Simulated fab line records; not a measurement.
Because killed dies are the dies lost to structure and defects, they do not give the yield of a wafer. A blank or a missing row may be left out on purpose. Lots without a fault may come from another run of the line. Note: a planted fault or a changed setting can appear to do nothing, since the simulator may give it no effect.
fab line records	flow sky130
record lots=6	wafers=18	last_day=50
route steps=708 shown RES_PROTECT@214 POLY_GATE@217
lots that met no fault: taken from a fault-free run of the same line
start_h: hours from the record's opening day to when the first of the lot's shown wafers began	wait_h: how many hours have passed since the lot's step before this one	" unchanged from the row above	L1.1+2: several wafers, shown together as one row	- no value, or no start given	* or withheld: withheld	< > ~ a bound
route shown NAME@n: NAME is a module with steps in the file, n the number in the route of the first one	usual: mean/standard deviation taken from wafers without a fault	same: alike in all rows	chamber/n: place in a boat	sites: the reading at each site	_std_site: standard deviation across them	_edge_site: mean of outer sites minus mean of inner sites	radius_mm: for every site, how far away it sits from the centre of the wafer	mask NAME#n: copy n	behind: the tool/chamber that last shaped the wafer	hold: why the lot went on hold/how many hours it stayed there/how the hold came to an end	device: which transistor (n, p or np) failed to switch	end of line: tests of these same wafers at the route's end	a step without rows: its recipe alone	killed: count of dies lost to structure and defects at first sort (not the wafer's yield)	map: shows each die of a wafer: x if killed, . if not, _ if none is there
set.NAME: the setting as run; set.NAME@STEP: as run at that earlier step	model.NAME: the simulator's own value behind a step, which no gauge read
certain route steps with their lots: each step a table, each wafer a row
services: when a tool's chamber went out of use (start_h, in hours from the record's first day, below 0 if earlier), for how many hours, and the reason
## steps
# step SKY_RES_PROTECT_STRIP_07
# recipe chemistry=O2/N2	power_w=1400	pressure_mtorr=1500	platen_temp_c=withheld	o2_flow_sccm=3000	n2_flow_sccm=300	overash_fraction=0.5
# usual drypump_motor_current_A=5.75/0.18	n2_flow_sccm=299.9/0.94	oes_product_au=0.518/0.0045	strip_time_to_endpoint_s=23.29/0.041
lot.wafer	tool	chamber	start_h	wait_h	drypump_motor_current_A	n2_flow_sccm	oes_product_au	rf_hours_counter_h	strip_time_to_endpoint_s
L726.1	plasma_asher-03	1	471.09	0.1	5.56	298.4	0.525	33	23.30
L726.4	"	0	"	"	6.06	300.5	0.523	-	23.26
L726.5	"	0	"	"	6.06	301.3	0.518	-	23.30
L727.3	plasma_asher-02	0	477.12	0.1	5.53	298.8	0.527	-	23.34
L727.5	"	0	"	"	5.54	299.9	0.518	-	23.29
L727.6	"	1	"	"	5.87	300.2	0.528	-	23.32
L730.2	plasma_asher-04	0	494.05	0.1	5.67	299.1	0.522	6	23.27
L730.3	"	0	"	"	5.67	298.3	0.519	-	23.25
L730.6	"	1	"	"	5.78	299.7	0.508	-	23.27
L734.2	plasma_asher-03	1	525.85	0.1	5.55	301.1	0.521	39	23.26
L734.4	"	0	"	"	6.07	299.2	0.519	-	23.29
L734.5	"	0	"	"	6.04	300.0	0.514	-	23.27
L735.2	plasma_asher-04	1	528.63	0.1	5.78	300.3	0.519	9	23.27
L735.3	"	1	"	"	5.80	299.5	0.517	-	23.32
L735.4	"	0	"	"	5.69	299.9	0.515	-	23.31
L736.1	plasma_asher-03	0	535.50	0.1	6.05	301.6	0.527	40	23.28
L736.3	"	0	"	"	6.06	300.8	0.510	-	23.25
L736.4	"	1	"	"	5.55	300.1	0.521	-	23.29
# step SKY_RES_PROTECT_TW_MEAS_08
# usual POLY_GATE_TW=4058/44
lot.wafer	tool	chamber	start_h	wait_h	POLY_GATE_TW
L726.1	film_metro-03	-	471.19	0.1	4002
L726.4	"	-	"	"	4003
L726.5	"	-	"	"	3984
L727.3	film_metro-04	-	477.20	0.1	4062
L727.5	"	-	"	"	4089
L727.6	"	-	"	"	4102
L730.2	film_metro-04	-	494.16	0.1	4104
L730.3	"	-	"	"	4104
L730.6	"	-	"	"	4102
L734.2	film_metro-01	-	525.96	0.1	4024
L734.4	"	-	"	"	4014
L734.5	"	-	"	"	4028
L735.2	film_metro-04	-	528.74	0.1	4100
L735.3	"	-	"	"	4079
L735.4	"	-	"	"	4091
L736.1	film_metro-04	-	535.60	0.1	4069
L736.3	"	-	"	"	4067
L736.4	"	-	"	"	4082
# step SKY_RES_PROTECT_CLEAN_09
# recipe chemistry=SC1/SC2	mix=1:4:20	temp_c=70	time_s=150	dry=n2_spin
# step SKY_POLY_GATE_CVD_03
# recipe material=Si3N4	precursor=DCS/NH3	target_thk_nm=75	temp_c=770	time_s=1290	pressure_mtorr=250
# step SKY_POLY_GATE_THK_MEAS_04
# recipe reads=Si3N4_of_POLY_GATE_CVD_03
# usual POLY_GATE_CVD_03_THK=75.3/0.88
lot.wafer	tool	chamber	start_h	wait_h	POLY_GATE_CVD_03_THK[nm]
L726.1	film_metro-03	-	472.66	0.0	76.2
L726.4	"	-	"	"	75.9
L726.5	"	-	"	"	76.0
L727.3	film_metro-02	-	480.22	0.0	75.6
L727.5	"	-	"	"	75.5
L727.6	"	-	"	"	75.7
L730.2	film_metro-02	-	495.62	0.0	76.6
L730.3	"	-	"	"	76.3
L730.6	"	-	"	"	76.3
L734.2	film_metro-04	-	532.06	0.0	74.0
L734.4	"	-	"	"	75.1
L734.5	"	-	"	"	75.2
L735.2	film_metro-03	-	532.06	0.0	75.0
L735.3	"	-	"	"	75.5
L735.4	"	-	"	"	76.1
L736.1	film_metro-03	-	537.74	0.0	74.1
L736.3	"	-	"	"	74.7
L736.4	"	-	"	"	74.6
# step SKY_POLY_GATE_DEHYDRATE_05
# recipe temp_c=200	time_s=60
# step SKY_POLY_GATE_HMDS_06
# recipe prime_time_s=60	prime_temp_c=120
# step SKY_POLY_GATE_COAT_07
# recipe resist=BARC	temp_c=withheld	time_s=withheld	spin_rpm=3000	resist_thk_nm=110
# step SKY_POLY_GATE_COAT_08
# recipe resist=KrF-thick	spin_rpm=3000	resist_thk_nm=450
# step SKY_POLY_GATE_SOFTBAKE_09
# recipe temp_c=100	time_s=90	resist=KrF-thick
# step SKY_POLY_GATE_EXPOSE_10
# recipe mask_id=P1M	na=0.68	source_shape=conventional	sigma_outer=0.6	target_cd_nm=150	dose_mj=28
# step SKY_POLY_GATE_PEB_11
# recipe peb_temp_c=withheld	peb_time_s=withheld	resist=KrF-thick
# step SKY_POLY_GATE_DEVELOP_12
# recipe develop_time_s=60	resist=KrF-thick	dev_temp_c=22.08
# usual chill_plate_temp_C=22.99/0.094	develop_time_s=60/0
lot.wafer	tool	chamber	start_h	wait_h	chill_plate_temp_C	develop_time_s	model.KrF-thick_of_POLY_GATE_COAT_08.thk_nm
L726.1	litho_track-04	0	503	-	22.91	60	440.1
L726.4	"	0	"	"	22.90	60	437.3
L726.5	"	0	"	"	22.85	60	438.2
L727.3	litho_track-01	0	510	-	23.06	60	436.2
L727.5	"	0	"	"	23.10	60	436
L727.6	"	0	"	"	23.01	60	437.6
L730.2	litho_track-01	0	525	-	23.13	60	435.9
L730.3	"	0	"	"	23.15	60	434.7
L730.6	"	0	526	-	23.20	60	436.7
L735.2	litho_track-01	-	561	-	-	-	451.2
L735.3	"	-	"	"	-	-	450.6
L735.4	"	-	"	"	-	-	449.3
L734.2	litho_track-01	-	562	-	-	-	450.1
L734.4	"	-	"	"	-	-	451.5
L734.5	"	-	"	"	-	-	449.3
L736.1	litho_track-03	0	568	-	23.06	60	435.5
L736.3	"	0	"	"	23.01	60	435.5
L736.4	"	0	"	"	23.06	60	435.1
# step SKY_POLY_GATE_CD_MEAS_13
# recipe target_cd_nm=150
# usual cd_nm=149.6/1.4
lot.wafer	tool	chamber	start_h	wait_h	cd_nm
L726.1	cd_sem-01	-	503.49	-	151.1
L726.4	"	-	"	"	148.8
L726.5	"	-	"	"	148.8
L727.3	cd_sem-01	-	510.55	-	147.9
L727.5	"	-	"	"	149.2
L727.6	"	-	"	"	146.4
L730.2	cd_sem-01	-	526.08	-	152.1
L730.3	"	-	"	"	149.4
L730.6	"	-	"	"	150.0
L735.2	cd_sem-02	-	562.03	-	-
L735.3	"	-	"	"	-
L735.4	"	-	"	"	-
L734.2	cd_sem-01	-	562.38	-	-
L734.4	"	-	"	"	-
L734.5	"	-	"	"	-
L736.1	cd_sem-02	-	568.43	-	151.4
L736.3	"	-	"	"	149.8
L736.4	"	-	"	"	149.3
## services
tool	chamber	start_h	hours	kind
plasma_asher-04	-	486.86	2.8	pm
plasma_asher-04	-	519.20	4.3	repair
plasma_asher-03	-	561.19	14.6	pm
## key
first_sign step=SKY_POLY_GATE_DEVELOP_12	reading=tool_record	direction=missing
effect none on later readings
model_effect step=SKY_POLY_GATE_DEVELOP_12	value=KrF-thick_of_POLY_GATE_COAT_08.thk_nm	without=436.2	struck=450.3
met_at SKY_POLY_GATE_DEVELOP_12
struck_wafers L734.2,L734.4,L734.5,L735.2,L735.3,L735.4
later_rows_left_out L734.2,L734.4,L734.5,L735.2,L735.3,L735.4
sort_left_out L734.2,L734.4,L734.5,L735.2,L735.3,L735.4
tester_left_out L734,L735
onset_between 525 561
fault kind=skipped_step_whole	tool=litho_track-01	chamber=-	onset_h=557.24	steps=SKY_POLY_GATE_DEVELOP_12	scope=struck_lots_only
# tester_left_out: of these lots the tester's yield and bins aren't shown, on N5 and GAA mostly nor the transistor test; their killed dies are dies lost to structure and defects alone, not to doping, threshold or leakage, so they don't give the yield
# sort_left_out: the simulated sort isn't trusted on such a fault, so these wafers' sort isn't shown, and their yield isn't known
# later_rows_left_out: the simulator's readings of these wafers behind a module that went badly wrong aren't trusted and aren't shown, but for the sort
